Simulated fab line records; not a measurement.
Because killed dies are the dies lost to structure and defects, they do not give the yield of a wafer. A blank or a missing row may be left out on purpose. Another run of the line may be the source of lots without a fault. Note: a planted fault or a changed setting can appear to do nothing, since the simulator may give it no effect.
fab line records | flow sky130
record lots=6 | wafers=18 | last_day=49
route steps=708 shown METAL5@664 PAD_OPEN@708
lots untouched by any fault: they come from a run of this same line in which no faults occurred
start_h: start of the lot's first displayed wafer, in hours after the record's first day | wait_h: how many hours have passed since the lot's step before this one | " unchanged from the row above | L1.1+2: a row that stands for several wafers | - either no value or no given start | * or withheld: withheld | < > ~ a bound
route shown NAME@n: NAME is a module with steps in the file, n the number in the route of the first one | usual: average and standard deviation across the fault-free wafers | same: alike in all rows | chamber/n: place in a boat | sites: the reading at each site | _std_site: the standard deviation of these | _edge_site: the outer-site mean with the inner-site mean subtracted | radius_mm: how far each site lies from the wafer's centre | mask NAME#n: copy n | behind: tool/chamber where the wafer was last shaped | hold: why the lot was held/for how many hours/how that ended | device: names the non-switching transistor (n, p or np) | end of line: the tests these same wafers got at the end of their route | where a step has no rows: the recipe by itself | killed: not the wafer's yield, but the dies lost to structure and defects at the first sort | map: dies across one wafer; x = killed, . = not, _ = none there
set.NAME: the run value of the setting; set.NAME@STEP: its run value at that earlier step | model.NAME: the simulator's own value behind a step, which no gauge read
certain route steps with their lots: each step a table, each wafer a row
services: from which hour (start_h, from the record's first day; less than 0 if before it) a tool's chamber was out of use, for how many hours, and why
## steps
# step SKY_METAL5_SPUTTER_03
# recipe material=Ti | target_thk_nm=5 | power_w=3000 | time_s=3.3 | chamber_pressure_pa=0.4
# usual throttle_valve_pct=29.7/0.85
lot.wafer | tool           | chamber | start_h | wait_h | throttle_valve_pct
L722.1    | pvd_sputter-02 | -       | 1030.08 | 0.0    | 29.6
L722.2    | "              | -       | "       | "      | 31.2
L722.3    | "              | -       | "       | "      | 28.9
L724.2    | pvd_sputter-03 | -       | 1060.23 | 0.0    | 29.4
L724.4    | "              | -       | "       | "      | 29.1
L724.5    | "              | -       | "       | "      | 29.5
L735.4    | pvd_sputter-02 | -       | 1115.74 | 0.0    | 30.9
L735.5    | "              | -       | "       | "      | 29.7
L735.6    | "              | -       | "       | "      | 28.7
L733.1    | pvd_sputter-02 | -       | 1117.43 | 0.0    | 29.4
L733.4    | "              | -       | "       | "      | 31.0
L733.5    | "              | -       | "       | "      | 29.5
L737.1    | pvd_sputter-02 | -       | 1126.24 | 0.0    | 29.9
L737.5    | "              | -       | "       | "      | 30.9
L737.6    | "              | -       | "       | "      | 29.9
L736.2    | pvd_sputter-02 | -       | 1127.02 | 0.0    | 31.2
L736.4    | "              | -       | "       | "      | 28.6
L736.5    | "              | -       | "       | "      | 29.6
# step SKY_METAL5_SPUTTER_04
# recipe material=TiN | target_thk_nm=70 | power_w=6500 | time_s=58.3 | chamber_pressure_pa=0.4
# usual throttle_valve_pct=29.8/0.82
lot.wafer | tool           | chamber | start_h | wait_h | throttle_valve_pct
L722.1    | pvd_sputter-02 | -       | 1030.10 | 0.0    | 29.5
L722.2    | "              | -       | "       | "      | 30.9
L722.3    | "              | -       | "       | "      | 28.7
L724.2    | pvd_sputter-03 | -       | 1060.25 | 0.0    | 29.6
L724.4    | "              | -       | "       | "      | 29.7
L724.5    | "              | -       | "       | "      | 29.4
L735.4    | pvd_sputter-02 | -       | 1115.76 | 0.0    | 31.1
L735.5    | "              | -       | "       | "      | 29.7
L735.6    | "              | -       | "       | "      | 28.6
L733.1    | pvd_sputter-02 | -       | 1117.44 | 0.0    | 29.5
L733.4    | "              | -       | "       | "      | 30.9
L733.5    | "              | -       | "       | "      | 29.7
L737.1    | pvd_sputter-02 | -       | 1126.26 | 0.0    | 29.9
L737.5    | "              | -       | "       | "      | 31.0
L737.6    | "              | -       | "       | "      | 29.9
L736.2    | pvd_sputter-02 | -       | 1127.04 | 0.0    | 30.9
L736.4    | "              | -       | "       | "      | 28.7
L736.5    | "              | -       | "       | "      | 29.7
# step SKY_METAL5_RS_MEAS_05
# recipe thk_meas_gauge=four-point-probe | reads=TiN_of_METAL5_SPUTTER_04+Ti_of_METAL5_SPUTTER_03+AlCu_of_METAL5_SPUTTER_02+TiN_of_METAL5_SPUTTER_01+Ti_of_METAL5_SPUTTER_00
# usual METAL5_ALCU_RS=0.0270/0.00033
lot.wafer | tool          | chamber | start_h | wait_h | METAL5_ALCU_RS[ohm/sq]
L722.1    | film_metro-03 | -       | 1030.15 | 0.0    | 0.0272
L722.2    | "             | -       | "       | "      | 0.0267
L722.3    | "             | -       | "       | "      | 0.0269
L724.2    | film_metro-04 | -       | 1060.32 | 0.0    | 0.0270
L724.4    | "             | -       | "       | "      | 0.0280
L724.5    | "             | -       | "       | "      | 0.0276
L735.4    | film_metro-03 | -       | 1115.87 | 0.1    | 0.0265
L735.5    | "             | -       | "       | "      | 0.0270
L735.6    | "             | -       | "       | "      | 0.0267
L733.1    | film_metro-01 | -       | 1117.49 | 0.0    | 0.0271
L733.4    | "             | -       | "       | "      | 0.0268
L733.5    | "             | -       | "       | "      | 0.0269
L737.1    | film_metro-04 | -       | 1126.30 | 0.0    | 0.0273
L737.5    | "             | -       | "       | "      | 0.0273
L737.6    | "             | -       | "       | "      | 0.0272
L736.2    | film_metro-01 | -       | 1127.11 | 0.0    | 0.0268
L736.4    | "             | -       | "       | "      | 0.0272
L736.5    | "             | -       | "       | "      | 0.0272
# step SKY_METAL5_THK_MEAS_06
# recipe thk_meas_gauge=xrf | reads=AlCu_of_METAL5_SPUTTER_02
# usual METAL5_ALCU_THK=1147/15
lot.wafer | tool          | chamber | start_h | wait_h | METAL5_ALCU_THK[nm]
L722.1    | film_metro-03 | -       | 1030.27 | 0.1    | 1137
L722.2    | "             | -       | "       | "      | 1156
L722.3    | "             | -       | "       | "      | 1153
L724.2    | film_metro-04 | -       | 1060.43 | 0.1    | 1138
L724.4    | "             | -       | "       | "      | 1098
L724.5    | "             | -       | "       | "      | 1111
L735.4    | film_metro-03 | -       | 1115.96 | 0.1    | 1164
L735.5    | "             | -       | "       | "      | 1145
L735.6    | "             | -       | "       | "      | 1156
L733.1    | film_metro-01 | -       | 1117.61 | 0.1    | 1146
L733.4    | "             | -       | "       | "      | 1165
L733.5    | "             | -       | "       | "      | 1148
L737.1    | film_metro-04 | -       | 1126.42 | 0.1    | 1137
L737.5    | "             | -       | "       | "      | 1131
L737.6    | "             | -       | "       | "      | 1138
L736.2    | film_metro-01 | -       | 1127.22 | 0.1    | 1150
L736.4    | "             | -       | "       | "      | 1145
L736.5    | "             | -       | "       | "      | 1137
# step SKY_METAL5_DEHYDRATE_07
# recipe temp_c=200 | time_s=60
# step SKY_METAL5_HMDS_08
# recipe prime_time_s=60 | prime_temp_c=120
# step SKY_METAL5_COAT_09
# recipe resist=NOVOLAK | spin_rpm=3000 | resist_thk_nm=1800
# step SKY_METAL5_SOFTBAKE_10
# recipe temp_c=90 | time_s=60 | resist=NOVOLAK
# step SKY_METAL5_EXPOSE_11
# recipe mask_id=MM5 | na=0.6 | source_shape=conventional | sigma_outer=0.6 | polarization=unpolarized | target_cd_nm=1600 | dose_mj=186.4
# step SKY_METAL5_PEB_12
# recipe temp_c=withheld | time_s=* | resist=NOVOLAK
# step SKY_METAL5_DEVELOP_13
# recipe resist=NOVOLAK | developer=TMAH | develop_time_s=60 | dev_temp_c=23
# step SKY_METAL5_DESCUM_14
# recipe chemistry=O2 | source_power_w=150 | bias_power_w=0 | pressure_mtorr=10 | temp_c=40 | time_s=11
# usual drypump_motor_current_A=5.9/0.48 | oes_product_au=1.002/0.009
lot.wafer | tool         | chamber | start_h | wait_h | drypump_motor_current_A | oes_product_au | rf_hours_counter_h
L722.1    | rie_metal-03 | 0       | 1051.24 | 0.1    | 6.5                     | 1.009          | 13
L722.2    | "            | 1       | "       | "      | 6.0                     | 0.985          | 9
L722.3    | "            | 1       | "       | "      | 6.0                     | 0.996          | -
L724.2    | rie_metal-01 | 0       | 1079.95 | 0.1    | 4.9                     | 1.005          | 24
L724.4    | "            | 0       | "       | "      | 4.9                     | 1.021          | -
L724.5    | "            | 1       | "       | "      | 5.8                     | 1.011          | -
L735.4    | rie_metal-01 | 0       | 1134.91 | 0.1    | 4.9                     | 1.010          | -
L735.5    | "            | 0       | "       | "      | 4.9                     | 0.993          | -
L735.6    | "            | 1       | "       | "      | 5.8                     | 1.001          | -
L733.1    | rie_metal-03 | 0       | 1137.05 | 0.1    | 6.5                     | 1.001          | 19
L733.4    | "            | 1       | "       | "      | 6.0                     | 0.997          | -
L733.5    | "            | 0       | "       | "      | 6.5                     | 1.012          | -
L737.1    | rie_metal-03 | 0       | 1145.59 | 0.1    | 6.5                     | 0.994          | 19
L737.5    | "            | 1       | "       | "      | 5.9                     | 0.991          | -
L737.6    | "            | 0       | "       | "      | 6.5                     | 0.997          | -
L736.2    | rie_metal-03 | 1       | 1146.36 | 0.1    | 6.0                     | 0.994          | 17
L736.4    | "            | 0       | "       | "      | 6.5                     | 1.003          | -
L736.5    | "            | 0       | "       | "      | 6.5                     | 1.011          | -
# step SKY_METAL5_METAL_ETCH_15
# recipe target_depth_a=12600 | stop_on=SiO2 | over_etch_frac=0.2 | time_s=252 | chemistry=Cl2/BCl3 | resist_sidewall_deg=86 | pressure_mtorr=10 | icp_w=900 | bias_w=48.5 | Cl2_flow_sccm=60 | bcl3_flow_sccm=30
# usual bcl3_flow_sccm=30.00/0.085 | bias_w=48.50/0.13 | drypump_motor_current_A=5.9/0.47 | oes_product_au=0.894/0.0053 | throttle_valve_pct=22.263/0.009
lot.wafer | tool         | chamber | start_h | wait_h | bcl3_flow_sccm | bias_w | drypump_motor_current_A | oes_product_au | rf_hours_counter_h | throttle_valve_pct | model.NOVOLAK_of_METAL5_COAT_09.thk_nm | model.SiO2_of_VIA4_HDPCVD_00.thk_nm | model.METAL5.cd_nm
L722.1    | rie_metal-03 | 0       | 1051.28 | 0.0    | 30.07          | 48.42  | 6.5                     | 0.898          | 13                 | 22.273             | 1020                                   | 548.6                               | 1609
L722.2    | "            | 1       | "       | "      | 30.18          | 48.29  | 6.0                     | 0.894          | 9                  | 22.271             | 1037                                   | 550.3                               | 1609
L722.3    | "            | 1       | "       | "      | 30.20          | 48.53  | 6.0                     | 0.891          | -                  | 22.263             | 1043                                   | 551.4                               | 1605
L724.2    | rie_metal-01 | 0       | 1079.98 | 0.0    | 29.98          | 48.59  | 4.9                     | 0.895          | 24                 | 22.264             | 1021                                   | 547.3                               | 1599
L724.4    | "            | 0       | "       | "      | 29.99          | 48.44  | 4.9                     | 0.893          | -                  | 22.244             | 1029                                   | 549.3                               | 1601
L724.5    | "            | 1       | "       | "      | 29.85          | 48.51  | 5.8                     | 0.892          | -                  | 22.269             | 1026                                   | 548.1                               | 1603
L735.4    | rie_metal-01 | 0       | 1135.01 | 0.1    | -              | -      | -                       | -              | -                  | -                  | 1786                                   | 574.9                               | 1610
L735.5    | "            | 0       | "       | "      | -              | -      | -                       | -              | -                  | -                  | 1789                                   | 577.1                               | 1610
L735.6    | "            | 1       | "       | "      | -              | -      | -                       | -              | -                  | -                  | 1787                                   | 574.6                               | 1610
L733.1    | rie_metal-03 | 0       | 1137.08 | 0.0    | -              | -      | -                       | -              | -                  | -                  | 1794                                   | 573.3                               | 1603
L733.4    | "            | 1       | "       | "      | -              | -      | -                       | -              | -                  | -                  | 1794                                   | 577.3                               | 1603
L733.5    | "            | 0       | "       | "      | -              | -      | -                       | -              | -                  | -                  | 1804                                   | 573.4                               | 1602
L737.1    | rie_metal-03 | 0       | 1145.63 | 0.0    | 29.91          | 48.38  | 6.5                     | 0.895          | 19                 | 22.244             | 1046                                   | 550.3                               | 1603
L737.5    | "            | 1       | "       | "      | 29.95          | 48.41  | 6.0                     | 0.885          | -                  | 22.264             | 1047                                   | 548.3                               | 1606
L737.6    | "            | 0       | "       | "      | 29.95          | 48.46  | 6.4                     | 0.891          | -                  | 22.266             | 1038                                   | 548.4                               | 1604
L736.2    | rie_metal-03 | 1       | 1146.39 | 0.0    | 30.11          | 48.52  | 6.0                     | 0.891          | 17                 | 22.255             | 1042                                   | 548                                 | 1605
L736.4    | "            | 0       | "       | "      | 30.02          | 48.25  | 6.5                     | 0.884          | -                  | 22.256             | 1031                                   | 548.7                               | 1601
L736.5    | "            | 0       | "       | "      | 29.98          | 48.37  | 6.5                     | 0.888          | -                  | 22.254             | 1045                                   | 549.9                               | 1604
# step SKY_METAL5_STRIP_16
# recipe chemistry=O2/N2 | power_w=1400 | pressure_mtorr=1500 | platen_temp_c=withheld | o2_flow_sccm=3000 | n2_flow_sccm=300 | overash_fraction=0.5
# usual drypump_motor_current_A=5.8/0.48 | oes_product_au=0.710/0.0049 | strip_time_to_endpoint_s=13.03/0.12
lot.wafer | tool            | chamber | start_h | wait_h | drypump_motor_current_A | oes_product_au | rf_hours_counter_h | strip_time_to_endpoint_s
L722.1    | plasma_asher-03 | 0       | 1051.51 | 0.2    | 5.8                     | 0.712          | 63                 | 12.89
L722.2    | "               | 1       | "       | "      | 6.2                     | 0.717          | 63                 | 13.10
L722.3    | "               | 1       | "       | "      | 6.2                     | 0.713          | -                  | 13.17
L724.2    | plasma_asher-02 | 0       | 1080.22 | 0.2    | 6.1                     | 0.714          | 1                  | 12.90
L724.4    | "               | 0       | "       | "      | 6.1                     | 0.712          | -                  | 13.01
L724.5    | "               | 0       | "       | "      | 6.1                     | 0.716          | -                  | 12.99
L735.4    | plasma_asher-02 | 0       | 1135.20 | 0.1    | 6.1                     | 0.715          | -                  | 21.51
L735.5    | "               | 0       | "       | "      | 6.1                     | 0.720          | -                  | 21.52
L735.6    | "               | 1       | "       | "      | 4.8                     | 0.716          | -                  | 21.49
L733.1    | plasma_asher-03 | 0       | 1137.32 | 0.2    | 5.8                     | 0.710          | 71                 | 21.57
L733.4    | "               | 1       | "       | "      | 6.2                     | 0.710          | -                  | 21.57
L733.5    | "               | 0       | "       | "      | 5.8                     | 0.718          | -                  | 21.68
L737.1    | plasma_asher-02 | 0       | 1145.86 | 0.2    | 6.1                     | 0.717          | 8                  | 13.19
L737.5    | "               | 0       | "       | "      | 6.1                     | 0.708          | -                  | 13.21
L737.6    | "               | 1       | "       | "      | 4.8                     | 0.719          | -                  | 13.10
L736.2    | plasma_asher-03 | 1       | 1146.63 | 0.2    | 6.2                     | 0.715          | 72                 | 13.15
L736.4    | "               | 0       | "       | "      | 5.8                     | 0.712          | -                  | 13.03
L736.5    | "               | 1       | "       | "      | 6.2                     | 0.711          | -                  | 13.20
# step SKY_METAL5_STRIP_17
# recipe chemistry=post_etch_residue_remover | time_s=1200 | temp_c=72.5
# step SKY_PAD_OPEN_PROBE_99
# usual defect_limited_yield=82.5/1.9 | killed_at_M0_to_M3=42/6.4 | killed_at_M4_up=2.9/1.7 | killed_at_contacts=25/5.2 | killed_at_front_end=16/4.4 | killed_at_other=0.4/0.65 | killed_dies=86/9.2 | killed_on_rim=17/3.9 | killed_open=47/6.6 | killed_short=39/5.8 | sort_bin_3_pad_short=0.9/0.42 | sort_bin_5_function=10.4/1.5 | sort_bin_6_memory=6.3/1 | sort_n_pass=406/9.2 | sort_yield_pct=82.5/1.9
# same gross_dies=492 | killed_at_back_side=0 | sort_bin_4_leakage[%]=0 | sort_bin_8_speed[%]=0
lot.wafer | tool      | chamber | start_h | wait_h | defect_limited_yield[%] | killed_at_M0_to_M3 | killed_at_M4_up | killed_at_contacts | killed_at_front_end | killed_at_other | killed_dies | killed_on_rim | killed_open | killed_short | sort_bin_3_pad_short[%] | sort_bin_5_function[%] | sort_bin_6_memory[%] | sort_n_pass | sort_yield_pct[%]
L724.2    | prober-02 | -       | 1124.51 | 0.1    | 79.9                    | 43                 | 3               | 29                 | 24                  | 0               | 99          | 20            | 58          | 41           | 1.0                     | 12.8                   | 6.3                  | 393         | 79.9
L724.4    | prober-02 | -       | 1124.61 | 0.2    | 83.1                    | 37                 | 2               | 28                 | 16                  | 0               | 83          | 22            | 53          | 30           | 0.8                     | 12.0                   | 4.1                  | 409         | 83.1
L724.5    | prober-02 | -       | 1124.66 | 0.2    | 83.7                    | 41                 | 2               | 23                 | 14                  | 0               | 80          | 23            | 51          | 29           | 0.4                     | 8.7                    | 7.1                  | 412         | 83.7
L735.4    | prober-02 | -       | 1173.81 | 0.2    | 0                       | 43                 | 414             | 25                 | 10                  | 0               | 492         | 96            | 46          | 34           | 1.4                     | 93.5                   | 5.1                  | 0           | 0
L735.5    | prober-02 | -       | 1173.86 | 0.2    | 0                       | 43                 | 400             | 28                 | 18                  | 3               | 492         | 96            | 56          | 37           | 1.4                     | 92.5                   | 6.1                  | 0           | 0
L735.6    | prober-02 | -       | 1173.91 | 0.2    | 0                       | 41                 | 401             | 41                 | 9                   | 0               | 492         | 96            | 62          | 31           | 0.4                     | 93.5                   | 6.1                  | 0           | 0
L733.1    | prober-01 | -       | 1176.62 | 0.1    | 0                       | 26                 | 431             | 24                 | 11                  | 0               | 492         | 96            | 32          | 31           | 0.4                     | 95.7                   | 3.9                  | 0           | 0
L733.4    | prober-01 | -       | 1176.77 | 0.2    | 0                       | 34                 | 415             | 33                 | 10                  | 0               | 492         | 96            | 47          | 31           | 0.4                     | 93.7                   | 5.9                  | 0           | 0
L733.5    | prober-01 | -       | 1176.82 | 0.2    | 0                       | 37                 | 415             | 25                 | 15                  | 0               | 492         | 96            | 40          | 43           | 1.4                     | 93.7                   | 4.9                  | 0           | 0
L737.1    | prober-01 | -       | 1183.16 | 0.1    | 85.8                    | 34                 | 2               | 20                 | 14                  | 0               | 70          | 13            | 38          | 32           | 0.6                     | 7.3                    | 6.3                  | 422         | 85.8
L737.5    | prober-01 | -       | 1183.36 | 0.2    | 87.0                    | 41                 | 1               | 14                 | 8                   | 0               | 64          | 15            | 42          | 22           | 0.6                     | 6.9                    | 5.5                  | 428         | 87.0
L737.6    | prober-01 | -       | 1183.41 | 0.2    | 82.7                    | 50                 | 1               | 14                 | 19                  | 1               | 85          | 17            | 39          | 45           | 1.6                     | 8.1                    | 7.5                  | 407         | 82.7
L736.2    | prober-02 | -       | 1185.52 | 0.1    | 81.5                    | 49                 | 1               | 24                 | 17                  | 0               | 91          | 16            | 43          | 47           | 1.4                     | 10.0                   | 7.1                  | 401         | 81.5
L736.4    | prober-02 | -       | 1185.62 | 0.2    | 82.9                    | 44                 | 3               | 24                 | 13                  | 0               | 84          | 19            | 43          | 41           | 1.2                     | 10.0                   | 5.9                  | 408         | 82.9
L736.5    | prober-02 | -       | 1185.67 | 0.2    | 81.1                    | 41                 | 8               | 22                 | 21                  | 1               | 93          | 23            | 51          | 41           | 1.0                     | 10.2                   | 7.7                  | 399         | 81.1
# killed by level:class
L724.2 CONTACT:geometric_particle:open=14 VIA1:geometric_particle:open=11 POLY_GATE:geometric_particle:open=10 POLY_GATE:geometric_particle:short=7 LI_CONTACT:geometric_particle:open=7 VIA2:geometric_particle:open=5 CONTACT:geometric_particle:short=4 METAL1:geometric_particle:short=4
L724.4 LI_CONTACT:geometric_particle:open=10 CONTACT:geometric_particle:open=10 VIA3:geometric_particle:open=8 VIA2:geometric_particle:open=7 POLY_GATE:geometric_particle:open=5 VIA1:geometric_particle:open=4 VIA1:geometric_particle:short=4 FIELD_ISO:geometric_particle:open=3
L724.5 VIA1:geometric_particle:open=12 CONTACT:geometric_particle:open=10 VIA1:geometric_particle:short=6 VIA3:geometric_particle:open=6 LI_CONTACT:geometric_particle:open=5 LOCAL_INTERCONNECT:geometric_particle:short=5 METAL1:geometric_particle:short=4 POLY_GATE:geometric_particle:short=4
L735.4 METAL5:area_etch=412 CONTACT:geometric_particle:open=10 VIA1:geometric_particle:short=7 VIA3:geometric_particle:open=7 LI_CONTACT:geometric_particle:short=6 FIELD_ISO:geometric_particle:open=5 VIA1:geometric_particle:open=5 VIA2:geometric_particle:open=5
L735.5 METAL5:area_etch=398 CONTACT:geometric_particle:open=10 VIA1:geometric_particle:open=10 VIA3:geometric_particle:open=8 LI_CONTACT:geometric_particle:open=7 VIA2:geometric_particle:open=7 FIELD_ISO:geometric_particle:open=5 VIA1:geometric_particle:short=5
L735.6 METAL5:area_etch=399 LI_CONTACT:geometric_particle:open=16 CONTACT:geometric_particle:open=14 VIA2:geometric_particle:open=6 VIA1:geometric_particle:open=6 VIA3:geometric_particle:open=6 LOCAL_INTERCONNECT:geometric_particle:short=5 METAL2:geometric_particle:short=5
L733.1 METAL5:area_etch=429 LOCAL_INTERCONNECT:geometric_particle:short=7 LI_CONTACT:geometric_particle:open=6 CONTACT:geometric_particle:open=6 METAL1:geometric_particle:short=4 VIA2:geometric_particle:open=4 FIELD_ISO:geometric_particle:open=3 POLY_GATE:geometric_particle:short=3
L733.4 METAL5:area_etch=414 VIA1:geometric_particle:open=13 LI_CONTACT:geometric_particle:open=11 CONTACT:geometric_particle:open=9 LI_CONTACT:geometric_particle:short=5 VIA1:geometric_particle:short=5 VIA3:geometric_particle:open=5 METAL2:geometric_particle:short=4
L733.5 METAL5:area_etch=409 CONTACT:geometric_particle:open=10 METAL2:geometric_particle:short=8 FIELD_ISO:geometric_particle:short=5 VIA1:geometric_particle:open=5 VIA3:geometric_particle:open=5 LI_CONTACT:geometric_particle:short=4 LI_CONTACT:geometric_particle:open=4
L737.1 VIA1:geometric_particle:open=9 CONTACT:geometric_particle:short=7 VIA2:geometric_particle:open=6 FIELD_ISO:geometric_particle:short=5 CONTACT:geometric_particle:open=5 FIELD_ISO:geometric_particle:open=4 LOCAL_INTERCONNECT:geometric_particle:short=4 METAL3:geometric_particle:short=4
L737.5 VIA1:geometric_particle:open=16 LI_CONTACT:geometric_particle:open=5 VIA2:geometric_particle:open=5 CONTACT:geometric_particle:open=4 METAL1:geometric_particle:short=4 VIA1:geometric_particle:short=4 METAL3:geometric_particle:short=4 VIA3:geometric_particle:open=4
L737.6 VIA1:geometric_particle:open=15 METAL1:geometric_particle:short=8 VIA1:geometric_particle:short=7 LOCAL_INTERCONNECT:geometric_particle:short=6 VIA2:geometric_particle:open=6 FIELD_ISO:geometric_particle:short=5 METAL2:geometric_particle:short=4 POLY_GATE:geometric_particle:open=3
L736.2 VIA1:geometric_particle:open=13 CONTACT:geometric_particle:open=7 POLY_GATE:geometric_particle:short=5 LI_CONTACT:geometric_particle:open=5 CONTACT:geometric_particle:short=5 METAL1:geometric_particle:short=5 VIA1:geometric_particle:short=5 LOCAL_INTERCONNECT:geometric_particle:short=4
L736.4 LI_CONTACT:geometric_particle:open=8 VIA1:geometric_particle:open=7 CONTACT:geometric_particle:open=7 METAL2:geometric_particle:short=6 METAL3:geometric_particle:short=6 VIA1:geometric_particle:short=5 VIA3:geometric_particle:open=5 FIELD_ISO:geometric_particle:open=4
L736.5 VIA1:geometric_particle:open=10 FIELD_ISO:geometric_particle:open=9 CONTACT:geometric_particle:open=8 METAL1:geometric_particle:short=8 VIA2:geometric_particle:open=7 CONTACT:geometric_particle:short=6 LI_CONTACT:geometric_particle:open=5 METAL4:geometric_particle:short=5
# map L733.1 (x killed, . not)
__________xxxxxxxxxx_________
________xxxxxxxxxxxxxx_______
______xxxxxxxxxxxxxxxxxx_____
_____xxxxxxxxxxxxxxxxxxxx____
____xxxxxxxxxxxxxxxxxxxxxx___
___xxxxxxxxxxxxxxxxxxxxxxxx__
__xxxxxxxxxxxxxxxxxxxxxxxxxx_
_xxxxxxxxxxxxxxxxxxxxxxxxxxxx
_xxxxxxxxxxxxxxxxxxxxxxxxxxxx
_xxxxxxxxxxxxxxxxxxxxxxxxxxxx
_xxxxxxxxxxxxxxxxxxxxxxxxxxxx
_xxxxxxxxxxxxxxxxxxxxxxxxxxxx
_xxxxxxxxxxxxxxxxxxxxxxxxxxxx
_xxxxxxxxxxxxxxxxxxxxxxxxxxxx
_xxxxxxxxxxxxxxxxxxxxxxxxxxxx
__xxxxxxxxxxxxxxxxxxxxxxxxxx_
___xxxxxxxxxxxxxxxxxxxxxxxx__
____xxxxxxxxxxxxxxxxxxxxxx___
_____xxxxxxxxxxxxxxxxxxxx____
______xxxxxxxxxxxxxxxxxx_____
________xxxxxxxxxxxxxx_______
__________xxxxxxxxxx_________
# map L735.4 (x killed, . not)
__________xxxxxxxxxx_________
________xxxxxxxxxxxxxx_______
______xxxxxxxxxxxxxxxxxx_____
_____xxxxxxxxxxxxxxxxxxxx____
____xxxxxxxxxxxxxxxxxxxxxx___
___xxxxxxxxxxxxxxxxxxxxxxxx__
__xxxxxxxxxxxxxxxxxxxxxxxxxx_
_xxxxxxxxxxxxxxxxxxxxxxxxxxxx
_xxxxxxxxxxxxxxxxxxxxxxxxxxxx
_xxxxxxxxxxxxxxxxxxxxxxxxxxxx
_xxxxxxxxxxxxxxxxxxxxxxxxxxxx
_xxxxxxxxxxxxxxxxxxxxxxxxxxxx
_xxxxxxxxxxxxxxxxxxxxxxxxxxxx
_xxxxxxxxxxxxxxxxxxxxxxxxxxxx
_xxxxxxxxxxxxxxxxxxxxxxxxxxxx
__xxxxxxxxxxxxxxxxxxxxxxxxxx_
___xxxxxxxxxxxxxxxxxxxxxxxx__
____xxxxxxxxxxxxxxxxxxxxxx___
_____xxxxxxxxxxxxxxxxxxxx____
______xxxxxxxxxxxxxxxxxx_____
________xxxxxxxxxxxxxx_______
__________xxxxxxxxxx_________
## services
tool            | chamber | start_h | hours | kind
rie_metal-03    | 0       | 1019.29 | 14.3  | repair
rie_metal-03    | 1       | 1039.80 | 2.1   | repair
plasma_asher-02 | -       | 1055.25 | 9.0   | pm
plasma_asher-02 | 0       | 1055.25 | 9.0   | vent_cycle
plasma_asher-02 | 1       | 1055.25 | 9.0   | vent_cycle
plasma_asher-02 | 0       | 1064.25 | -     | clean
plasma_asher-02 | 1       | 1064.25 | -     | clean
plasma_asher-03 | -       | 1067.99 | 3.6   | repair
rie_metal-03    | 0       | 1079.82 | 9.5   | repair
pvd_sputter-02  | 0       | 1094.10 | -     | consumable_replace:kit
pvd_sputter-02  | 0       | 1094.10 | 18.0  | scheduled_down
pvd_sputter-02  | 0       | 1094.10 | 18.0  | vent_cycle
## key
first_sign step=SKY_METAL5_METAL_ETCH_15 | reading=tool_record | direction=missing
effect step=SKY_METAL5_STRIP_16 | reading=strip_time_to_endpoint_s | direction=up | sigmas=69 | usual=* | struck=*
effect step=SKY_PAD_OPEN_PROBE_99 | reading=killed_at_M4_up | direction=up | sigmas=99+ | usual=2.9 | struck=412.7
model_effect step=SKY_METAL5_METAL_ETCH_15 | value=NOVOLAK_of_METAL5_COAT_09.thk_nm | without=1033 | struck=1792
more_kills_born_at SKY_METAL5_METAL_ETCH_15@rie_metal-03=1252 | SKY_METAL5_METAL_ETCH_15@rie_metal-01=1209
met_at SKY_METAL5_METAL_ETCH_15
struck_wafers L733.1,L733.4,L733.5,L735.4,L735.5,L735.6
later_rows_left_out L733.1,L733.4,L733.5,L735.4,L735.5,L735.6
onset_between 1079.98 1135.01
fault kind=skipped_step_whole | tool=rie_metal-01,rie_metal-03 | chamber=- | onset_h=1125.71 | steps=SKY_METAL5_METAL_ETCH_15 | scope=struck_lots_only
# later_rows_left_out: the simulator's readings of these wafers behind a module that went badly wrong aren't trusted and aren't shown, but for the sort
